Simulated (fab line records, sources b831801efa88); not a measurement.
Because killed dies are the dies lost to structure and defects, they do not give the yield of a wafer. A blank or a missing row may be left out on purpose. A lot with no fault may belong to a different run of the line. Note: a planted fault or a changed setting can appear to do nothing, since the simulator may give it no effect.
Which of the tools did it? / flow gf180mcu / 11 lots with 33 wafers sampled at 3 steps, on a route of 602 steps

== WHAT THE GAUGES READ, wafer by wafer ==
GF_HV_LDD_TW_MEAS_11. Usual: for HV_LDD_TW the level is 2432 and the standard deviation is 14.
lot=L724; measured=day 10 12:08; on=film_metro-04; HV_LDD_TW=2448 2448 2453; flag=
lot=L725; measured=day 10 22:47; on=film_metro-04; HV_LDD_TW=2447 2454 2454; flag=
lot=L728; measured=day 11 15:01; on=film_metro-02; HV_LDD_TW=2422 2420 2428; flag=
lot=L729; measured=day 11 23:49; on=film_metro-02; HV_LDD_TW=2426 2422 2432; flag=
lot=L730; measured=day 12 11:36; on=film_metro-04; HV_LDD_TW=2432 2435 2432; flag=
lot=L732; measured=day 13 01:32; on=film_metro-04; HV_LDD_TW=2452 2451 2438; flag=
lot=L739; measured=day 15 04:53; on=film_metro-04; HV_LDD_TW=1214 1216 1241; flag=OFF
lot=L740; measured=day 15 13:02; on=film_metro-04; HV_LDD_TW=1229 1204 1223; flag=OFF
lot=L741; measured=day 16 01:16; on=film_metro-04; HV_LDD_TW=2431 2439 2434; flag=
lot=L744; measured=day 17 03:05; on=film_metro-01; HV_LDD_TW=2449 2441 2431; flag=
lot=L745; measured=day 17 12:16; on=film_metro-02; HV_LDD_TW=2429 2420 2418; flag=

GF_HV_LDD_RS_MEAS_53: measures by four-point-probe. Usual: for HV_LDD_RS the level is 418.3 ohm/sq and the standard deviation is 0.98.
lot=L724; measured=day 12 21:37; on=film_metro-04; HV_LDD_RS (ohm/sq)=419.1 419.1 418.0; flag=
lot=L725; measured=day 13 09:30; on=film_metro-02; HV_LDD_RS (ohm/sq)=417.8 416.7 415.8; flag=
lot=L728; measured=day 14 03:23; on=film_metro-04; HV_LDD_RS (ohm/sq)=419.0 418.5 418.2; flag=
lot=L729; measured=day 14 12:44; on=film_metro-01; HV_LDD_RS (ohm/sq)=419.7 418.7 418.9; flag=
lot=L730; measured=day 15 00:58; on=film_metro-01; HV_LDD_RS (ohm/sq)=421.0 419.6 419.8; flag=
lot=L732; measured=day 15 17:55; on=film_metro-02; HV_LDD_RS (ohm/sq)=417.9 417.5 417.9; flag=
lot=L739; measured=day 18 00:50; on=film_metro-01; HV_LDD_RS (ohm/sq)=763.3 764.7 760.4; flag=OFF
lot=L740; measured=day 18 07:13; on=film_metro-01; HV_LDD_RS (ohm/sq)=761.5 766.1 762.5; flag=OFF
lot=L741; measured=day 18 19:35; on=film_metro-01; HV_LDD_RS (ohm/sq)=419.4 416.6 418.7; flag=
lot=L744; measured=day 20 00:37; on=film_metro-02; HV_LDD_RS (ohm/sq)=419.5 418.9 419.0; flag=
lot=L745; measured=day 20 10:28; on=film_metro-02; HV_LDD_RS (ohm/sq)=417.9 416.9 416.5; flag=

== TOOL THAT RAN EACH LOT (tool first, then ch and the chambers of the sampled wafers, then the start) ==
lot=L724; GF_HV_LDD_IMPLANT_09=implanter-01 ch 0, day 10 11:54
lot=L725; GF_HV_LDD_IMPLANT_09=implanter-01 ch 0, day 10 22:33
lot=L728; GF_HV_LDD_IMPLANT_09=implanter-01 ch 0, day 11 14:48
lot=L729; GF_HV_LDD_IMPLANT_09=implanter-02 ch 0, day 11 23:35
lot=L730; GF_HV_LDD_IMPLANT_09=implanter-01 ch 0, day 12 11:21
lot=L732; GF_HV_LDD_IMPLANT_09=implanter-01 ch 0, day 13 01:17
lot=L739; GF_HV_LDD_IMPLANT_09=implanter-01 ch 0, day 15 04:38
lot=L740; GF_HV_LDD_IMPLANT_09=implanter-01 ch 0, day 15 12:49
lot=L741; GF_HV_LDD_IMPLANT_09=implanter-04 ch 0, day 16 01:03
lot=L744; GF_HV_LDD_IMPLANT_09=implanter-04 ch 0, day 17 02:50
lot=L745; GF_HV_LDD_IMPLANT_09=implanter-04 ch 0, day 17 12:02
- GF_HV_LDD_IMPLANT_09

== AS READ BY THE TOOLS THEMSELVES (means over the sampled wafers that have a number; for cases with no such wafer, the mark the record gives instead) ==
GF_HV_LDD_IMPLANT_09. Usual: dose_ions_cm2 9.999e+13, standard deviation 1.2e+11; end_station_pressure_torr 5.4e-06 Torr, standard deviation 2.9e-07; faraday_current_uA 564, standard deviation 12.
lot=L724; tool=implanter-01; dose_ions_cm2=9.996e+13; end_station_pressure_torr (Torr)=5.8e-06; faraday_current_uA=555; flag=
lot=L725; tool=implanter-01; dose_ions_cm2=1.001e+14; end_station_pressure_torr (Torr)=5.7e-06; faraday_current_uA=563; flag=
lot=L728; tool=implanter-01; dose_ions_cm2=9.999e+13; end_station_pressure_torr (Torr)=5.3e-06; faraday_current_uA=569; flag=
lot=L729; tool=implanter-02; dose_ions_cm2=1.000e+14; end_station_pressure_torr (Torr)=5.3e-06; faraday_current_uA=560; flag=
lot=L730; tool=implanter-01; dose_ions_cm2=9.994e+13; end_station_pressure_torr (Torr)=5.3e-06; faraday_current_uA=570; flag=
lot=L732; tool=implanter-01; dose_ions_cm2=9.999e+13; end_station_pressure_torr (Torr)=5.1e-06; faraday_current_uA=583; flag=
lot=L739; tool=implanter-01; dose_ions_cm2=1.021e+13; end_station_pressure_torr (Torr)=5.0e-06; faraday_current_uA=57; flag=OFF
lot=L740; tool=implanter-01; dose_ions_cm2=9.843e+12; end_station_pressure_torr (Torr)=5.0e-06; faraday_current_uA=56; flag=OFF
lot=L741; tool=implanter-04; dose_ions_cm2=9.991e+13; end_station_pressure_torr (Torr)=5.2e-06; faraday_current_uA=557; flag=
lot=L744; tool=implanter-04; dose_ions_cm2=1.002e+14; end_station_pressure_torr (Torr)=5.5e-06; faraday_current_uA=568; flag=
lot=L745; tool=implanter-04; dose_ions_cm2=9.989e+13; end_station_pressure_torr (Torr)=5.4e-06; faraday_current_uA=565; flag=

== THE ANSWER, worked out from the rows above alone ==
Rule: a lot is off if the mean of its wafers that have a number lies more than 3 standard deviations from the usual mean. Also off: a lot with no number at a reading for which 4 or more lots have one. Where the step has rows for the other lots, those lots are counted as sound. Order of review: gauges by route order, followed by the tools' own readings, for which a lot's mean as printed above is used. The first step at which some lot is off is used, and at that step the reading that is off furthest; a lot without a number counts as furthest.
Off: at GF_HV_LDD_TW_MEAS_11 (HV_LDD_TW), L739, L740.
A tool fits if, at a process step before that reading, it ran every lot that is off, and no sound lot after the first of them. The gauges at GF_HV_LDD_TW_MEAS_11 aren't tried: what is off there is off at GF_HV_LDD_RS_MEAS_53 too, on other tools, and a gauge's error can't cause that. One fits: implanter-01 at GF_HV_LDD_IMPLANT_09. A fault onset in the window from L732 (day 13 01:17, its last sound lot) to L739 (day 15 04:38, its first lot off) fits.
The tool's own readings at GF_HV_LDD_IMPLANT_09 bear it out: on the lots that are off they differ by more than 5 times the standard deviation of the sound lots' means. dose_ions_cm2 reads 1.003e+13 there against 1.000e+14 on the sound lots; faraday_current_uA reads 56 there against 566 on the sound lots.

== WHAT THE SIMULATOR PUT IN ==
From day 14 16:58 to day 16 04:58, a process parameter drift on implanter-01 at GF_HV_LDD_IMPLANT_09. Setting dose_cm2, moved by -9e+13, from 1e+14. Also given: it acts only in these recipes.
Lots struck among those shown: L739, L740. The rule above found the same.
